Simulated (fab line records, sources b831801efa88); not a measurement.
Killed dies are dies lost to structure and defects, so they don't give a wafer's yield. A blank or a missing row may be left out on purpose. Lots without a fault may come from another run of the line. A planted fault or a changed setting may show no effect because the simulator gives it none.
Chamber matching | flow sfq_line | SFQ_TRILAYER_I2_CMP_CMP_064 on cmp-02: 4 sister chambers
The step polishes SiO2. 4 wafers are shown with their chamber, then 9 later ones without.

WAFERS WITH THEIR CHAMBER
wafer  | chamber | motor_current_A (A)
L576.2 | 3       | 12.0
L584.6 | 0       | 9.5
L588.3 | 2       | 9.8
L588.5 | 1       | 9.8

WAFERS WITHOUT THEIR CHAMBER
wafer  | motor_current_A (A)
L593.1 | 9.4
L593.4 | 9.9
L593.5 | 10.3
L594.3 | 12.1
L594.1 | 9.7
L594.6 | 11.7
L596.1 | 11.8
L596.2 | 9.7
L596.3 | 9.3

WHICH CHAMBER EACH WENT THROUGH
wafer  | from the rows above          | in truth
L593.1 | can't be placed: 0 or 1 or 2 | 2
L593.4 | can't be placed: 1 or 2 or 0 | 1
L593.5 | can't be placed: 1 or 2 or 0 | 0
L594.3 | 3                            | 3
L594.1 | can't be placed: 1 or 2 or 0 | 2
L594.6 | 3                            | 3
L596.1 | 3                            | 3
L596.2 | can't be placed: 1 or 2 or 0 | 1
L596.3 | can't be placed: 0 or 1 or 2 | 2
Placed correctly: 3 of 9. Can't be placed from these rows: 6 (the true chamber is among the candidates in 6). Placed wrongly: 0.
How it was worked out, from the rows above alone: a wafer's distance from a chamber is the root of the sum, over the readings, of the square of ((its reading less the chamber's mean) divided by the reading's scatter). The wafer belongs to the nearest chamber; if the next one is less than 2 further off, it can't be placed. A chamber's mean is the mean of its shown wafers. The scatter: with one shown wafer a chamber, the root of the mean of the squares of how far each hidden wafer lies from its nearest shown one.
